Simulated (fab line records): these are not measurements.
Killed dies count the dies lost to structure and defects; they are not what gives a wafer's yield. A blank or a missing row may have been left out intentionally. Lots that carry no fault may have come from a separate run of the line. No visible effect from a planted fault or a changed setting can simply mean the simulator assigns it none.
Which tool did it? ; flow sky130 ; 48 wafers from 16 lots sampled at 5 of the route's 708 steps

## WHAT THE GAUGES SHOWED, per wafer
SKY_VT_ADJUST_HVTR_OVL_MEAS_08. Usual: VT_ADJUST_HVTR_OVL 0.6 nm, standard deviation 1.6.
lot;measured;on;VT_ADJUST_HVTR_OVL (nm);flag
L921;day 9 21:27;overlay-01;-1.8 -0.3 -0.2;
L923;day 10 19:12;overlay-02;2.3 -0.6 0.8;
L924;day 11 00:10;overlay-02;1.1 0.8 1.6;
L925;day 11 10:21;overlay-01;-1.4 -1.9 0.8;
L926;day 11 13:57;overlay-02;1.8 0.0 2.3;
L929;day 12 03:17;overlay-02;2.9 4.6 2.7;
L930;day 12 14:44;overlay-02;0.3 1.0 3.4;
L931;day 12 17:57;overlay-02;2.5 3.0 2.9;
L932;day 13 07:25;overlay-02;-0.7 -0.1 -0.2;
L933;day 13 09:24;overlay-01;2.1 0.5 0.1;
L934;day 13 11:54;overlay-01;2.6 0.4 2.5;
L935;day 13 20:04;overlay-02;1.6 -3.4 -1.7;
L939;day 15 07:43;overlay-02;0.7 -0.3 0.7;
L940;day 15 15:13;overlay-02;2.2 3.7 2.3;
L941;day 16 00:46;overlay-02;-0.1 0.7 0.4;
L943;day 16 12:34;overlay-02;1.4 0.6 -0.5;

SKY_SONOS_TUNNEL_OVL_MEAS_08. Usual: SONOS_TUNNEL_OVL 0.0 nm, standard deviation 1.3.
lot;measured;on;SONOS_TUNNEL_OVL (nm);flag
L921;day 11 18:49;overlay-02;0.3 -1.8 -0.6;
L923;day 12 17:46;overlay-01;-0.3 0.2 0.3;
L924;day 12 23:27;overlay-02;0.3 0.9 0.7;
L925;day 13 10:22;overlay-02;-1.8 -1.4 -1.7;
L926;day 13 13:07;overlay-02;2.0 0.4 1.3;
L929;day 14 04:14;overlay-02;1.0 0.9 -0.9;
L930;day 14 15:44;overlay-01;1.5 -0.3 2.2;
L931;day 14 18:52;overlay-01;-1.0 0.2 -1.1;
L932;day 15 09:56;overlay-02;0.0 0.3 -0.6;
L933;day 15 11:16;overlay-01;1.3 1.6 0.6;
L934;day 15 15:31;overlay-01;220.6 221.2 222.3 220.5 221.1 221.4;OFF
L935;day 16 00:01;overlay-02;224.5 227.2 224.2 223.6 226.9 223.2;OFF
L939;day 17 17:02;overlay-02;0.1 -0.4 0.1;
L940;day 18 00:21;overlay-02;223.4 224.0 224.8 222.6 223.4 224.4;OFF
L941;day 18 10:58;overlay-01;226.0 224.4 224.3 225.2 223.6 223.5;OFF
L943;day 18 23:15;overlay-01;0.0 0.2 -0.4;

SKY_SONOS_ONO_CD_MEAS_13: the cd target is 410 nm. Usual: cd-nm 409.8 nm, standard deviation 1.9.
lot;measured;on;cd-nm (nm);flag
L921;day 13 01:56;cd-sem-02;410.2 411.4 410.3;
L923;day 14 04:25;cd-sem-01;410.5 410.4 412.1;
L924;day 14 10:03;cd-sem-02;409.5 409.2 409.6;
L925;day 14 21:51;cd-sem-02;407.0 409.7 408.1;
L926;day 14 21:29;cd-sem-02;408.7 408.9 410.0;
L929;day 15 16:17;cd-sem-01;409.9 409.6 410.3;
L930;day 16 00:16;cd-sem-01;407.1 405.9 407.0;
L931;day 16 04:38;cd-sem-02;410.3 410.6 408.5;
L932;day 16 21:04;cd-sem-01;409.7 411.0 411.2;
L933;day 16 20:44;cd-sem-02;407.9 406.8 410.5;
L939;day 19 09:13;cd-sem-02;411.0 409.9 410.9;
L943;day 20 11:46;cd-sem-01;405.6 408.6 408.2;

SKY_SONOS_ONO_OVL_MEAS_14. Usual: SONOS_ONO_OVL -1.1 nm, standard deviation 1.3.
lot;measured;on;SONOS_ONO_OVL (nm);flag
L921;day 13 02:03;overlay-02;0.3 -2.0 0.2;
L923;day 14 04:32;overlay-01;0.6 -0.7 0.7;
L924;day 14 10:10;overlay-02;-1.3 0.6 -1.3;
L925;day 14 21:58;overlay-02;-1.4 -1.0 -0.6;
L926;day 14 21:36;overlay-02;-1.1 -1.0 -0.6;
L929;day 15 16:22;overlay-02;2.4 1.3 0.6;
L930;day 16 00:22;overlay-02;-3.9 -4.1 -2.2;
L931;day 16 04:45;overlay-01;-2.0 -2.6 -0.7;
L932;day 16 21:08;overlay-02;1.1 -1.3 -1.8;
L933;day 16 20:51;overlay-02;-1.5 0.3 0.2;
L939;day 19 09:19;overlay-01;0.2 -1.0 -0.1;
L943;day 20 11:53;overlay-02;-1.8 -1.2 -1.4;

## WHICH TOOL RAN EACH LOT (tool, then ch and the chambers of the sampled wafers, then the start)
lot;SKY_SONOS_TUNNEL_EXPOSE_04
L921;iline-stepper-02 ch 0, day 11 07:28
L923;iline-stepper-01 ch 0, day 12 05:32
L924;iline-stepper-02 ch 0, day 12 10:55
L925;iline-stepper-02 ch 0, day 12 22:49
L926;iline-stepper-02 ch 0, day 13 01:39
L929;iline-stepper-01 ch 0, day 13 16:16
L930;iline-stepper-01 ch 0, day 14 03:47
L931;iline-stepper-02 ch 0, day 14 06:40
L932;iline-stepper-02 ch 0, day 14 21:13
L933;iline-stepper-02 ch 0, day 14 22:33
L934;iline-stepper-02 ch 0, day 15 01:56
L935;iline-stepper-02 ch 0, day 15 09:39
L939;iline-stepper-01 ch 0, day 17 02:56
L940;iline-stepper-02 ch 0, day 17 10:01
L941;iline-stepper-02 ch 0, day 17 20:02
L943;iline-stepper-01 ch 0, day 18 08:28
- SKY_SONOS_TUNNEL_EXPOSE_04: exposes mask TUNM, target cd 410 nm.

## WHAT THE TOOLS THEMSELVES READ (means of the sampled wafers that have a number; where no wafer has one, the mark that the record gives instead)
The record holds no such reading with a usual standard deviation.

## THE ANSWER, worked out from the rows above alone
Rule: take the mean of a lot's wafers that have a number; if it is more than 3 standard deviations from the usual mean, the lot is off. Also off: a lot with no number at a reading for which 4 or more lots have one. All remaining lots with rows at the step are treated as sound. After the gauges, taken in route order, come the tools' own readings; for these a lot's mean is taken, as printed above. The first step at which some lot is off is used, and at that step the reading that is off furthest; a lot without a number counts as furthest.
Off: at SKY_SONOS_TUNNEL_OVL_MEAS_08 (SONOS_TUNNEL_OVL), L934, L935, L940, L941.
A tool fits if, at a process step before that reading, it ran every lot that is off, and no sound lot after the first of them. Those tools and the gauges at SKY_SONOS_TUNNEL_OVL_MEAS_08 are tried in the same way. One fits: iline-stepper-02 at SKY_SONOS_TUNNEL_EXPOSE_04. A fault onset in the window from L933 (day 14 22:33, its last sound lot) to L934 (day 15 01:56, its first lot off) fits.

## WHAT THE SIMULATOR PUT IN
Scanner matching overlay: iline-stepper-02, from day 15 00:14 on, at SKY_SONOS_TUNNEL_EXPOSE_04. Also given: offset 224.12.
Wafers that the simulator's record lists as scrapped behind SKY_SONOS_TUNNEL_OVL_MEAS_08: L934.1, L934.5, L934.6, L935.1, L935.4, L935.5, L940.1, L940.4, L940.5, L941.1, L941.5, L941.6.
Lots struck among those shown: L934, L935, L940, L941. The rule above reached the same finding.
